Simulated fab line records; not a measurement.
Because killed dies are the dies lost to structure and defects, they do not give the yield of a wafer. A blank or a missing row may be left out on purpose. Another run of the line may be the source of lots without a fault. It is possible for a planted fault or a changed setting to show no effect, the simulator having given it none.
One fault seen from 2 desks    flow gf180mcu    each desk holds nothing but its own numbers, with what lay behind them at the end

== FROM THE METROLOGY DESK ==
Means of the sampled wafers that have a number, per lot and without regard to the tool the lot ran on: this is what the gauges read. Marked OUT: a lot whose mean sits more than 4 standard deviations from the usual mean, which makes it out of limits; the brackets give that distance.
Columns: A = CONTACT_CVD_00_THK at GF_CONTACT_THK_MEAS_01, usual 299 nm; B = V2_CVD_02_THK at GF_V2_THK_MEAS_03, usual 843 nm; C = V2_OVL at GF_V2_OVL_MEAS_15, usual 0 nm
lot   first seen here  A              B    C
L953  day 16 05:05     298            839  -2
L954  day 16 15:22     301            848  -3
L955  day 16 23:49     301            845  7
L956  day 17 09:58     299            845  2
L958  day 18 05:25     298            839  6
L961  day 19 11:48     239 (-15) OUT  840  -12
L962  day 19 15:13     241 (-14) OUT  833  -1
L963  day 19 23:21     239 (-15) OUT  818  4
L967  day 21 15:23     296            849  1
L970  day 22 03:38     303            844  0
L971  day 22 20:02     305            841  0
L972  day 23 01:05     297            848  -4
L973  day 23 08:38     301            850  -2
Per this desk, out of limits: L961, L962, L963; the first was L961, day 19 11:48 (CONTACT_CVD_00_THK at GF_CONTACT_THK_MEAS_01). In limits: L953, L954, L955, L956, L958, L967, L970, L971, L972, L973.

== FOR THE TOOL OWNER'S DESK: hdpcvd-02 ==
The tool's own readings at GF_CONTACT_CVD_00 (deposits SiO2, target thk 300 nm, time 50 s): means of the sampled wafers that have a number, for each lot that ran on this tool. Marked OUT: a lot whose mean sits more than 4 standard deviations from the usual mean, which makes it out of limits; the brackets give that distance.
Columns: A = sih4-flow-sccm at GF_CONTACT_CVD_00, usual 60.00 sccm
lot   first seen here  A
L955  day 16 23:45     60.10
L956  day 17 09:54     59.97
L958  day 18 05:22     60.17
L961  day 19 11:46     47.98 (-67) OUT
L962  day 19 15:10     48.01 (-67) OUT
L963  day 19 23:19     48.00 (-67) OUT
L971  day 22 19:58     60.02
L972  day 23 01:02     59.85
L973  day 23 08:34     60.00
This desk's verdict: out of limits on L961, L962, L963, starting with L961 at day 19 11:46 (sih4-flow-sccm at GF_CONTACT_CVD_00). In limits: L955, L956, L958, L971, L972, L973.

== BROUGHT TOGETHER ==
An alarm could have come from the tool owner's desk at day 19 11:46, on L961, L962, L963.
At day 19 11:48 the metrology desk could have sounded an alarm, on L961, L962, L963.
Every lot named ran GF_CONTACT_CVD_00 on hdpcvd-02.

== WHAT THE SIMULATOR HAD PUT IN ==
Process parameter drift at GF_CONTACT_CVD_00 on hdpcvd-02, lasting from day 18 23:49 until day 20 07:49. From 60, the setting sih4-flow-sccm moved by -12. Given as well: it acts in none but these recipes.
Struck lots among those shown: L961, L962, L963.
Delay (hours) between the fault's onset and each desk's first out-of-limits reading: 12 at the tool owner's desk, 12 at the metrology desk.
